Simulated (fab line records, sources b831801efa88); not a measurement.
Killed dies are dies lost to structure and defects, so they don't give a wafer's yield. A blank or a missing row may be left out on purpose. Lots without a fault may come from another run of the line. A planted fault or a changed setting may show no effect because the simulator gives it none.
fab line records | flow sky130
record lots=6 wafers=18 last_day=50
route steps=708 shown METAL4@623
lots that met no fault: from a run of the same line without faults
start_h: hours from the record's first day to the start of the lot's first wafer shown | wait_h: hours since the lot's step before | " the same as in the row above | L1.1+2: a row that stands for several wafers | - no value, or no start given | * or withheld: withheld | < > ~ a bound
route shown NAME@n: a module of which the file shows steps, and the number in the route of the first | usual: mean/standard deviation of fault-free wafers | same: alike in all rows | chamber/n: place in a boat | sites: the reading at each site | _std_site: their standard deviation | _edge_site: outer sites' mean less inner sites' | radius_mm: how far each site lies from the wafer's centre | mask NAME#n: copy n | behind: the tool/chamber that last shaped the wafer | hold: why the lot was held/for how many hours/how that ended | device: the transistor (n, p or np) that didn't switch | end of line: the same wafers' tests at the end of the route | a step without rows: its recipe alone | killed: dies lost to structure and defects at the first sort, not the wafer's yield | map: a wafer's dies, x killed, . not, _ none there
set.NAME: the setting as run; set.NAME@STEP: as run at that earlier step | model.NAME: the simulator's own value behind a step, which no gauge read
lots at some steps of the route; a table a step, a row a wafer
services: from which hour (start_h, from the record's first day; less than 0 if before it) a tool's chamber was out of use, for how many hours, and why
## steps
# step SKY_METAL4_COAT_07
# recipe resist=BARC temp_c=withheld time_s=withheld spin_rpm=3000 resist_thk_nm=60
# step SKY_METAL4_COAT_08
# recipe resist=KrF-thick spin_rpm=3000 resist_thk_nm=1140
# step SKY_METAL4_SOFTBAKE_09
# recipe temp_c=100.5 time_s=90 resist=KrF-thick
# step SKY_METAL4_EXPOSE_10
# recipe mask_id=MM4 na=0.68 source_shape=annular sigma_inner=0.4 sigma_outer=0.8 target_cd_nm=300 dose_mj=28
# step SKY_METAL4_PEB_11
# recipe peb_temp_c=withheld peb_time_s=withheld resist=KrF-thick
# step SKY_METAL4_DEVELOP_12
# recipe develop_time_s=60 resist=KrF-thick dev_temp_c=21
# step SKY_METAL4_CD_MEAS_13
# recipe target_cd_nm=300
# usual cd_nm=299.8/1.4
# columns lot.wafer tool chamber start_h wait_h cd_nm
L521.2 cd_sem-01 - 1030.42 - 300.3
L521.4 " - " " 299.4
L521.5 " - " " 298.6
L524.3 cd_sem-01 - 1045.21 - 300.8
L524.4 " - " " 299.4
L524.5 " - " " 300.3
L525.2 cd_sem-02 - 1057.84 - 297.5
L525.4 " - " " 298.9
L525.6 " - " " 298.9
L526.1 cd_sem-02 - 1059.74 - 299.6
L526.2 " - " " 299.8
L526.4 " - " " 300.7
L533.2 cd_sem-01 - 1103.42 - 300.3
L533.3 " - " " 299.5
L533.5 " - " " 300.6
L535.1 cd_sem-01 - 1128.52 - 301.0
L535.2 " - " " 300.3
L535.6 " - " " 299.7
# step SKY_METAL4_OVL_MEAS_14
# usual METAL4_OVL=-4/6.5
# columns lot.wafer tool chamber start_h wait_h METAL4_OVL[nm]
L521.2 overlay-02 - 1030.53 0.1 0
L521.4 " - " " -3
L521.5 " - " " 7
L524.3 overlay-02 - 1045.30 0.1 2
L524.4 " - " " 1
L524.5 " - " " -6
L525.2 overlay-02 - 1057.95 0.1 -7
L525.4 " - " " -6
L525.6 " - " " -7
L526.1 overlay-01 - 1059.86 0.1 2
L526.2 " - " " -6
L526.4 " - " " -2
L533.2 overlay-02 - 1103.53 0.1 -11
L533.3 " - " " 1
L533.5 " - " " 2
L535.1 overlay-01 - 1128.64 0.1 4
L535.2 " - " " 4
L535.6 " - " " 3
# step SKY_METAL4_DESCUM_15
# recipe chemistry=O2 source_power_w=150 bias_power_w=0 pressure_mtorr=10 temp_c=40 time_s=8
# usual drypump_motor_current_A=5.7/0.46 he_backside_leak_sccm=3.39/0.24 oes_product_au=1.000/0.006
# columns lot.wafer tool chamber start_h wait_h drypump_motor_current_A he_backside_leak_sccm oes_product_au rf_hours_counter_h
L521.2 rie_metal-03 1 1030.56 0.0 6.3 3.77 1.000 19
L521.4 " 0 " " 5.5 3.39 1.003 -
L521.5 " 0 " " 5.4 3.33 1.001 -
L524.3 rie_metal-01 0 1045.34 0.0 5.4 3.34 0.995 -
L524.4 " 1 " " 5.3 3.70 1.007 -
L524.5 " 0 " " 5.4 3.47 0.994 -
L525.2 rie_metal-04 0 1057.98 0.0 6.3 3.33 0.998 18
L525.4 " 1 " " 6.0 2.86 1.000 -
L525.6 " 1 " " 6.0 3.00 1.005 -
L526.1 rie_metal-03 1 1059.90 0.0 6.4 3.92 0.993 21
L526.2 " 0 " " 5.5 3.17 1.009 2
L526.4 " 0 " " 5.5 3.13 1.001 -
L533.2 rie_metal-03 1 1103.56 0.0 6.3 3.44 0.990 24
L533.3 " 0 " " 5.4 3.19 0.993 -
L533.5 " 0 " " 5.4 3.20 0.995 -
L535.1 rie_metal-01 1 1128.68 0.0 5.3 3.35 1.013 26
L535.2 " 0 " " 5.4 3.37 1.002 12
L535.6 " 1 " " 5.3 3.42 1.013 -
# step SKY_METAL4_ETCH_16
# recipe chemistry=N2/H2 target=BARC ion_energy_ev=200 bias_w=100 pressure_mtorr=30 n2_flow_sccm=100 h2_flow_sccm=200 icp_w=500 stop_on=SiO2 time_s=88.2 target_depth_a=600
# usual drypump_motor_current_A=5.7/0.46 he_backside_leak_sccm=3.4/0.3 n2_flow_sccm=100.0/0.33 oes_product_au=0.626/0.0044 throttle_valve_pct=13.206/0.0095
# columns lot.wafer tool chamber start_h wait_h drypump_motor_current_A he_backside_leak_sccm n2_flow_sccm oes_product_au rf_hours_counter_h throttle_valve_pct
L521.2 rie_metal-03 1 1030.59 0.0 6.4 3.4 99.5 0.626 19 13.201
L521.4 " 0 " " 5.4 3.0 99.8 0.626 - 13.212
L521.5 " 0 " " 5.5 3.2 100.2 0.622 - 13.206
L524.3 rie_metal-01 0 1045.39 0.0 5.4 3.2 99.5 0.623 - 13.199
L524.4 " 1 " " 5.3 3.2 100.3 0.627 - 13.215
L524.5 " 0 " " 5.4 3.0 100.1 0.624 - 13.185
L525.2 rie_metal-04 0 1058.01 0.0 6.3 3.2 99.9 0.628 18 13.196
L525.4 " 1 " " 6.0 3.3 100.3 0.629 - 13.199
L525.6 " 1 " " 6.0 2.8 100.2 0.628 - 13.219
L526.1 rie_metal-03 1 1059.93 0.0 6.4 3.6 100.0 0.630 21 13.203
L526.2 " 0 " " 5.5 3.3 100.4 0.618 2 13.207
L526.4 " 0 " " 5.4 3.3 100.0 0.633 - 13.209
L533.2 rie_metal-03 1 1103.59 0.0 6.4 3.5 100.7 0.624 24 13.202
L533.3 " 0 " " 5.5 3.1 99.6 0.630 - 13.222
L533.5 " 0 " " 5.5 3.0 99.6 0.623 - 13.218
L535.1 rie_metal-01 1 1128.71 0.0 5.3 3.5 99.9 0.623 26 13.204
L535.2 " 0 " " 5.4 3.5 100.3 0.623 12 13.198
L535.6 " 1 " " 5.3 3.6 99.9 0.629 - 13.205
# step SKY_METAL4_ETCH_17
# recipe target=SiO2 stop_on=TiN chemistry=C4F8/O2/Ar source_w=1500 bias_w=1200 pressure_mtorr=40 c4f8_flow_sccm=withheld O2_flow_sccm=6 Ar_flow_sccm=300 time_s=3.9 target_depth_a=150
# usual oes_product_au=0.754/0.0065
# columns lot.wafer tool chamber start_h wait_h oes_product_au rf_hours_counter_h
L521.2 rie_diel-04 0 1030.69 0.1 0.746 13
L521.4 " 2 " " 0.757 9
L521.5 " 2 " " 0.753 -
L524.3 rie_diel-04 2 1045.46 0.0 0.760 10
L524.4 " 1 " " 0.752 14
L524.5 " 3 " " 0.757 -
L525.2 rie_diel-04 0 1058.11 0.1 0.750 14
L525.4 " 2 " " 0.754 11
L525.6 " 3 " " 0.751 -
L526.1 rie_diel-03 3 1060.03 0.1 0.755 17
L526.2 " 2 " " 0.749 10
L526.4 " 0 " " 0.764 4
L533.2 rie_diel-02 2 1103.69 0.1 0.753 18
L533.3 " 3 " " 0.751 11
L533.5 " 2 " " 0.756 -
L535.1 rie_diel-03 1 1128.81 0.1 0.754 23
L535.2 " 2 " " 0.744 13
L535.6 " 2 " " 0.749 -
# step SKY_METAL4_METAL_ETCH_18
# recipe target_depth_a=8450 stop_on=SiO2 over_etch_frac=0.3 time_s=183.1 chemistry=Cl2/BCl3 resist_sidewall_deg=88 pressure_mtorr=10 icp_w=900 bias_w=48.5 Cl2_flow_sccm=60 bcl3_flow_sccm=30
# usual drypump_motor_current_A=5.8/0.44 he_backside_leak_sccm=3.28/0.22 mfc_cl2_sccm=60.00/0.2 oes_product_au=0.867/0.0068 throttle_valve_pct=22.265/0.0094
# columns lot.wafer tool chamber start_h wait_h drypump_motor_current_A he_backside_leak_sccm mfc_cl2_sccm oes_product_au rf_hours_counter_h throttle_valve_pct
L521.2 rie_metal-01 0 1030.77 0.1 5.4 3.35 59.91 0.846 - 22.265
L521.4 " 0 " " 5.4 3.15 59.64 0.852 - 22.266
L521.5 " 0 " " 5.4 3.18 59.95 0.860 - 22.275
L524.3 rie_metal-04 0 1045.53 0.1 6.3 3.16 59.85 0.874 - 22.254
L524.4 " 1 " " 6.0 3.09 60.51 0.871 - 22.260
L524.5 " 0 " " 6.4 3.28 59.89 0.861 - 22.254
L525.2 rie_metal-01 1 1058.12 0.0 5.3 3.44 59.96 0.872 19 22.288
L525.4 " 1 " " 5.3 3.63 60.40 0.863 - 22.279
L525.6 " 1 " " 5.3 3.83 60.19 0.861 - 22.272
L526.1 rie_metal-03 1 1060.04 0.0 6.3 3.87 59.76 0.870 21 22.251
L526.2 " 0 " " 5.4 3.36 60.18 0.863 2 22.283
L526.4 " 0 " " 5.5 3.33 60.19 0.858 - 22.268
L533.2 rie_metal-01 1 1103.77 0.1 5.3 3.57 59.78 0.872 - 22.257
L533.3 " 1 " " 5.3 3.51 59.80 0.873 - 22.263
L533.5 " 1 " " 5.3 3.74 59.59 0.871 - 22.271
L535.1 rie_metal-04 1 1128.82 0.0 6.0 2.81 60.18 0.877 15 22.254
L535.2 " 0 " " 6.3 3.25 59.50 0.869 23 22.268
L535.6 " 0 " " 6.3 3.19 59.98 0.865 - 22.276
# step SKY_METAL4_STRIP_19
# recipe chemistry=O2/N2 power_w=1400 pressure_mtorr=1500 platen_temp_c=withheld o2_flow_sccm=3000 n2_flow_sccm=300 overash_fraction=0.5
# usual chamber_pressure_mTorr=1500.0/1.4 drypump_motor_current_A=5.8/0.51 n2_flow_sccm=299.9/0.79 o2_flow_sccm=3000/8.9 oes_product_au=0.502/0.0046 strip_time_to_endpoint_s=6.55/0.048
# columns lot.wafer tool chamber start_h wait_h chamber_pressure_mTorr drypump_motor_current_A n2_flow_sccm o2_flow_sccm oes_product_au rf_hours_counter_h strip_time_to_endpoint_s model.KrF-thick_of_METAL4_COAT_08.thk_nm
L521.2 plasma_asher-04 0 1031.06 0.2 1498.5 6.2 301.2 3000 0.504 61 6.56 0
L521.4 " 1 " " 1501.7 5.1 298.6 3002 0.496 - 6.51 0
L521.5 " 0 " " 1501.4 6.1 301.0 3016 0.494 - 6.51 0
L524.3 plasma_asher-01 0 1045.69 0.1 1498.1 5.5 300.4 3009 0.507 - 6.52 0
L524.4 " 1 " " 1499.8 6.4 298.7 3007 0.500 - 6.56 0
L524.5 " 1 " " 1498.9 6.4 299.2 3002 0.506 - 6.58 0
L525.2 plasma_asher-01 0 1058.30 0.1 - - - - - - - 523.9
L525.4 " 1 " " - - - - - - - 523.8
L525.6 " 0 " " - - - - - - - 523.8
L526.1 plasma_asher-01 0 1060.22 0.1 - - - - - - - 535.4
L526.2 " 1 " " - - - - - - - 529.4
L526.4 " 1 " " - - - - - - - 531
L533.2 plasma_asher-01 1 1104.06 0.2 1500.7 6.4 299.8 2997 0.507 102 6.61 0
L533.3 " 0 " " 1499.7 5.5 299.8 2988 0.500 - 6.57 0
L533.5 " 0 " " 1497.5 5.5 301.4 2994 0.506 - 6.57 0
L535.1 plasma_asher-03 1 1129.00 0.1 1500.3 6.5 300.2 2989 0.497 7 6.55 0
L535.2 " 0 " " 1498.4 5.5 299.8 3011 0.494 7 6.44 0
L535.6 " 0 " " 1500.1 5.5 300.8 3004 0.497 - 6.50 0
# step SKY_METAL4_STRIP_20
# recipe chemistry=post_etch_residue_remover time_s=1200 temp_c=72.5
## services
# columns tool chamber start_h hours kind
rie_metal-03 0 1009.62 - clean
rie_metal-03 0 1009.62 15.5 scheduled_down
rie_metal-03 0 1009.62 15.5 vent_cycle
rie_metal-01 1 1024.74 18.7 repair
rie_metal-03 - 1044.60 2.8 pm
rie_diel-04 1 1047.02 8.6 repair
rie_diel-04 0 1048.07 8.1 repair
plasma_asher-04 - 1050.20 9.9 repair
plasma_asher-03 - 1055.34 9.0 pm
plasma_asher-03 0 1055.34 9.0 vent_cycle
plasma_asher-03 1 1055.34 9.0 vent_cycle
rie_metal-04 - 1060.83 1.4 pm
plasma_asher-03 0 1064.34 - clean
plasma_asher-03 1 1064.34 - clean
rie_metal-04 1 1066.61 1.7 repair
rie_diel-03 1 1068.59 32.8 repair
plasma_asher-01 - 1077.41 6.6 repair
rie_metal-01 0 1095.17 23.8 repair
plasma_asher-04 - 1103.48 9.0 pm
rie_diel-02 3 1107.54 4.7 repair
rie_diel-03 2 1107.59 7.6 repair
plasma_asher-01 - 1110.15 3.0 repair
plasma_asher-01 - 1115.45 2.8 pm
plasma_asher-03 - 1117.62 0.8 repair
## key
first_sign step=SKY_METAL4_STRIP_19 reading=tool_record direction=missing
effect none on later readings
model_effect step=SKY_METAL4_STRIP_19 value=KrF-thick_of_METAL4_COAT_08.thk_nm without=0 struck=527.9
met_at SKY_METAL4_STRIP_19
struck_wafers L525.2,L525.4,L525.6,L526.1,L526.2,L526.4
later_rows_left_out L525.2,L525.4,L525.6,L526.1,L526.2,L526.4
sort_left_out L525.2,L525.4,L525.6,L526.1,L526.2,L526.4
onset_between 1045.69 1058.30
fault kind=skipped_step_whole tool=plasma_asher-01 chamber=- onset_h=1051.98 steps=SKY_METAL4_STRIP_19 scope=struck_lots_only
# sort_left_out: the simulated sort isn't trusted on such a fault, so these wafers' sort isn't shown, and their yield isn't known
# later_rows_left_out: the simulator's readings of these wafers behind a module that went badly wrong aren't trusted and aren't shown, but for the sort
